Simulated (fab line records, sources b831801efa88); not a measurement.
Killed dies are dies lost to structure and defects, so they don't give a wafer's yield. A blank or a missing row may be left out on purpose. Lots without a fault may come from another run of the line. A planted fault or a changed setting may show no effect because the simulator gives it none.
fab line records | flow gf180mcu
record lots=12 wafers=36 last_day=34
route steps=602 shown V3@438 M4@456
lots that met no fault: from a run of the same line without faults
start_h: hours from the record's first day to the start of the lot's first wafer shown | wait_h: hours since the lot's step before | " the same as in the row above | L1.1+2: a row that stands for several wafers | - no value, or no start given | * or withheld: withheld | < > ~ a bound
route shown NAME@n: a module of which the file shows steps, and the number in the route of the first | usual: mean/standard deviation of fault-free wafers | same: alike in all rows | chamber/n: place in a boat | sites: the reading at each site | _std_site: their standard deviation | _edge_site: outer sites' mean less inner sites' | radius_mm: how far each site lies from the wafer's centre | mask NAME#n: copy n | behind: the tool/chamber that last shaped the wafer | hold: why the lot was held/for how many hours/how that ended | device: the transistor (n, p or np) that didn't switch | end of line: the same wafers' tests at the end of the route | a step without rows: its recipe alone | killed: dies lost to structure and defects at the first sort, not the wafer's yield | map: a wafer's dies, x killed, . not, _ none there
set.NAME: the setting as run; set.NAME@STEP: as run at that earlier step | model.NAME: the simulator's own value behind a step, which no gauge read
steps of the route over a sample of lots; a table a step, a row a wafer
services: from which hour (start_h, from the record's first day; less than 0 if before it) a tool's chamber was out of use, for how many hours, and why
## steps
# step GF_V3_COAT_09
# recipe resist=KrF spin_rpm=withheld resist_thk_nm=1000
# columns lot.wafer tool chamber start_h wait_h
L153.1+3+4 litho_track-04 0 502 -
L157.1+4+5 litho_track-02 0 541 -
L159.1+4+5 litho_track-02 0 560 -
L160.1+2+6 litho_track-03 0 574 -
L162.1+5+6 litho_track-04 0 581 -
L164.2+4+6 litho_track-03 0 600 -
L167.1+2+6 litho_track-03 0 613 -
L171.1+5+6 litho_track-04 0 641 -
L172.2+4+5 litho_track-04 0 651 -
L174.1+4+5 litho_track-02 0 662 -
L175.1+4+5 litho_track-02 0 669 -
L176.1+2+5 litho_track-03 0 679 -
# step GF_V3_OVL_MEAS_15
# usual V3_OVL=0/5.6
# columns lot.wafer tool chamber start_h wait_h V3_OVL[nm]
L153.1 overlay-02 - 514.06 0.1 -6
L153.3 " - " " 3
L153.4 " - " " -12
L157.1 overlay-01 - 553.69 0.1 0
L157.4 " - " " -2
L157.5 " - " " 3
L159.1 overlay-02 - 571.43 0.1 2
L159.4 " - " " -11
L159.5 " - " " 1
L160.1 overlay-01 - 585.13 0.1 6
L160.2 " - " " 12
L160.6 " - " " 12
L162.1 overlay-01 - 592.41 0.1 -8
L162.5 " - " " -9
L162.6 " - " " 1
L164.2 overlay-02 - 609.76 0.1 -3
L164.4 " - " " -6
L164.6 " - " " 0
L167.1 overlay-01 - 623.16 0.1 2
L167.2 " - " " -1
L167.6 " - " " 1
L171.1 overlay-01 - 651.03 0.1 3
L171.5 " - " " 4
L171.6 " - " " -3
L172.2 overlay-02 - 661.84 0.1 5
L172.4 " - " " -3
L172.5 " - " " -12
L174.1 overlay-01 - 671.98 0.1 0
L174.4 " - " " 3
L174.5 " - " " -2
L175.1 overlay-02 - 679.86 0.1 4
L175.4 " - " " 11
L175.5 " - " " -1
L176.1 overlay-02 - 688.33 0.1 5
L176.2 " - " " -5
L176.5 " - " " 1
# step GF_V3_STRIP_18
# recipe chemistry=O2/N2 power_w=1400 pressure_mtorr=1500 platen_temp_c=250 o2_flow_sccm=3000 n2_flow_sccm=300 overash_fraction=0.5
# usual chamber_pressure_mTorr=1500.3/1.3 drypump_motor_current_A=5.7/0.49 heater_power_w=341/31 oes_product_au=0.594/0.005 platen_temp_c=249.98/0.17
# columns lot.wafer tool chamber start_h wait_h chamber_pressure_mTorr drypump_motor_current_A heater_power_w oes_product_au platen_temp_c rf_hours_counter_h
L153.1 plasma_asher-01 0 514.22 - 1500.6 5.9 378 0.604 249.90 76
L153.3 " 0 " " 1497.7 5.9 382 0.587 249.80 -
L153.4 " 1 " " 1501.0 4.8 361 0.585 250.22 -
L157.1 plasma_asher-04 0 553.86 - 1501.6 5.2 348 0.588 249.79 91
L157.4 " 1 " " 1501.6 6.1 302 0.594 250.28 -
L157.5 " 1 " " 1500.1 6.0 304 0.594 250.24 -
L159.1 plasma_asher-04 1 571.60 - 1499.3 6.1 315 0.593 249.99 93
L159.4 " 1 " " 1502.5 6.1 313 0.600 250.16 -
L159.5 " 1 " " 1499.5 6.1 301 0.587 250.13 -
L160.1 plasma_asher-02 0 585.29 - 1501.5 5.9 368 0.589 250.00 16
L160.2 " 1 " " 1502.9 6.2 300 0.584 250.22 16
L160.6 " 1 " " 1499.9 6.2 302 0.603 249.76 -
L162.1 plasma_asher-04 0 592.57 - 1499.9 5.2 351 0.593 249.99 95
L162.5 " 1 " " 1499.4 6.1 310 0.594 249.88 -
L162.6 " 0 " " 1503.0 5.2 354 0.592 249.86 -
L164.2 plasma_asher-02 0 609.92 - 1502.6 5.8 369 0.596 250.04 18
L164.4 " 0 " " 1500.8 5.9 369 0.595 249.91 -
L164.6 " 1 " " 1497.4 6.2 311 0.593 250.02 -
L167.1 plasma_asher-04 0 623.32 - 1497.9 5.2 337 0.595 249.88 98
L167.2 " 1 " " 1497.7 6.1 304 0.585 249.82 98
L167.6 " 0 " " 1499.8 5.2 346 0.592 249.76 -
L171.1 plasma_asher-04 1 651.20 - 1499.4 6.1 310 0.561 249.94 101
L171.5 " 1 " " 1500.0 6.1 312 0.569 249.78 -
L171.6 " 0 " " 1502.1 5.2 349 0.565 249.99 -
L172.2 plasma_asher-01 0 661.99 - 1500.5 5.9 378 0.566 250.05 88
L172.4 " 1 " " 1501.0 4.7 377 0.569 250.19 -
L172.5 " 1 " " 1499.9 4.7 380 0.558 250.10 -
L174.1 plasma_asher-01 1 672.14 - 1498.4 4.8 375 0.592 249.68 89
L174.4 " 0 " " 1496.6 5.9 378 0.602 250.60 -
L174.5 " 0 " " 1499.5 5.9 374 0.589 249.98 -
L175.1 plasma_asher-02 1 680.02 - 1498.9 6.2 302 0.601 250.12 26
L175.4 " 1 " " 1497.9 6.2 305 0.594 250.05 -
L175.5 " 0 " " 1502.0 5.8 376 0.591 249.96 -
L176.1 plasma_asher-04 0 688.49 - 1502.0 5.2 349 0.592 249.89 105
L176.2 " 1 " " 1500.5 6.0 309 0.595 249.97 105
L176.5 " 0 " " 1501.5 5.2 349 0.585 250.14 -
# step GF_M4_SPUTTER_00
# recipe material=Ti target_thk_nm=37.5 arriving_ion_energy_ev=80 substrate_temp_c=200 chamber_pressure_pa=2 power_w=4000 time_s=150
# usual cathode_dc_power_W=4000.0/0.7 throttle_valve_pct=29.6/1
# columns lot.wafer tool chamber start_h wait_h cathode_dc_power_W throttle_valve_pct
L153.1 pvd_sputter-03 - 515.52 0.2 3999.3 30.5
L153.3 " - " " 4000.3 29.2
L153.4 " - " " 4001.7 28.8
L157.1 pvd_sputter-04 - 555.19 0.2 4000.3 29.9
L157.4 " - " " 3999.5 29.5
L157.5 " - " " 3999.7 29.5
L159.1 pvd_sputter-01 - 572.82 0.1 4000.2 29.6
L159.4 " - " " 4000.1 28.1
L159.5 " - " " 3999.0 29.4
L160.1 pvd_sputter-01 - 586.56 0.2 4000.0 29.7
L160.2 " - " " 4000.8 29.6
L160.6 " - " " 3999.8 28.0
L162.1 pvd_sputter-03 - 593.85 0.2 3999.2 30.4
L162.5 " - " " 3999.8 30.7
L162.6 " - " " 3999.0 29.5
L164.2 pvd_sputter-01 - 611.15 0.1 4000.4 29.2
L164.4 " - " " 4000.8 28.1
L164.6 " - " " 3999.0 29.0
L167.1 pvd_sputter-01 - 624.71 0.1 4000.1 29.6
L167.2 " - " " 4000.1 29.1
L167.6 " - " " 4000.4 29.4
L171.1 pvd_sputter-03 - 652.45 0.2 4000.4 30.8
L171.5 " - " " 4000.3 28.7
L171.6 " - " " 4000.2 30.6
L172.2 pvd_sputter-03 - 663.22 0.1 3999.6 30.7
L172.4 " - " " 4000.0 30.8
L172.5 " - " " 3999.8 30.7
L174.1 pvd_sputter-01 - 673.38 0.2 4000.0 29.2
L174.4 " - " " 4000.0 28.1
L174.5 " - " " 3998.7 29.5
L175.1 pvd_sputter-04 - 681.25 0.1 3999.0 29.2
L175.4 " - " " 3999.9 29.1
L175.5 " - " " 3999.9 28.8
L176.1 pvd_sputter-03 - 689.72 0.2 3998.8 30.5
L176.2 " - " " 4002.8 29.5
L176.5 " - " " 4000.2 29.5
# step GF_M4_RS_MEAS_05
# recipe thk_meas_gauge=four-point-probe reads=TiN_of_M4_SPUTTER_04+Ti_of_M4_SPUTTER_03+AlCu_of_M4_SPUTTER_02+TiN_of_M4_SPUTTER_01+Ti_of_M4_SPUTTER_00
# usual M4_ALCU_RS=0.0696/0.00094
# columns lot.wafer tool chamber start_h wait_h M4_ALCU_RS[ohm/sq]
L153.1 film_metro-03 - 515.74 0.0 0.0699
L153.3 " - " " 0.0689
L153.4 " - " " 0.0695
L157.1 film_metro-02 - 555.42 0.0 0.0688
L157.4 " - " " 0.0698
L157.5 " - " " 0.0691
L159.1 film_metro-03 - 573.04 0.0 0.0684
L159.4 " - " " 0.0685
L159.5 " - " " 0.0692
L160.1 film_metro-01 - 586.78 0.0 0.0689
L160.2 " - " " 0.0702
L160.6 " - " " 0.0691
L162.1 film_metro-02 - 594.07 0.0 0.0695
L162.5 " - " " 0.0692
L162.6 " - " " 0.0686
L164.2 film_metro-01 - 611.39 0.0 0.0701
L164.4 " - " " 0.0701
L164.6 " - " " 0.0719
L167.1 film_metro-02 - 624.94 0.0 0.0693
L167.2 " - " " 0.0714
L167.6 " - " " 0.0699
L171.1 film_metro-01 - 652.67 0.0 0.0711
L171.5 " - " " 0.0702
L171.6 " - " " 0.0714
L172.2 film_metro-02 - 663.46 0.0 0.0703
L172.4 " - " " 0.0694
L172.5 " - " " 0.0700
L174.1 film_metro-03 - 673.60 0.0 0.0689
L174.4 " - " " 0.0690
L174.5 " - " " 0.0689
L175.1 film_metro-02 - 681.47 0.0 0.0710
L175.4 " - " " 0.0701
L175.5 " - " " 0.0708
L176.1 film_metro-02 - 689.94 0.0 0.0701
L176.2 " - " " 0.0689
L176.5 " - " " 0.0683
## services
# columns tool chamber start_h hours kind
pvd_sputter-04 - 508.53 3.4 repair
pvd_sputter-03 - 522.53 13.6 repair
pvd_sputter-01 1 525.14 - consumable_replace:kit
pvd_sputter-01 1 525.14 18.0 scheduled_down
pvd_sputter-01 1 525.14 18.0 vent_cycle
plasma_asher-01 - 526.92 1.1 repair
plasma_asher-01 - 550.64 14.1 pm
pvd_sputter-04 - 569.29 9.8 repair
pvd_sputter-04 - 575.54 103.3 repair
pvd_sputter-04 - 580.15 2.5 repair
pvd_sputter-01 - 581.00 3.0 repair
pvd_sputter-03 2 581.52 - consumable_replace:kit
pvd_sputter-03 2 581.52 18.0 scheduled_down
pvd_sputter-03 2 581.52 18.0 vent_cycle
plasma_asher-01 - 638.47 20.2 repair
pvd_sputter-01 0 658.64 - consumable_replace:kit
pvd_sputter-01 0 658.64 18.0 scheduled_down
pvd_sputter-01 0 658.64 18.0 vent_cycle
pvd_sputter-04 2 681.47 - consumable_replace:kit
pvd_sputter-04 2 681.47 18.0 scheduled_down
pvd_sputter-04 2 681.47 18.0 vent_cycle
## key
first_sign step=GF_V3_STRIP_18 reading=oes_product_au direction=down sigmas=5.8 usual=0.594 struck=0.565 through=control_loop
effect none on later readings
met_at GF_V3_COAT_09
struck_lots L171,L172
loop_trim step=GF_V3_EXPOSE_11 setting=dose lots=L172
not_acting_at GF_V3_OVL_MEAS_15,GF_M4_SPUTTER_00,GF_M4_RS_MEAS_05
onset_between 581 641
fault kind=process_parameter_drift tool=litho_track-04 chamber=- onset_h=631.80 steps=GF_V3_COAT_09 channel=resist_thk_nm offset=* shape=step end_h=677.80 acts_in=* stated=*
# loop_trim: a control loop set the setting to another value than it would have without faults
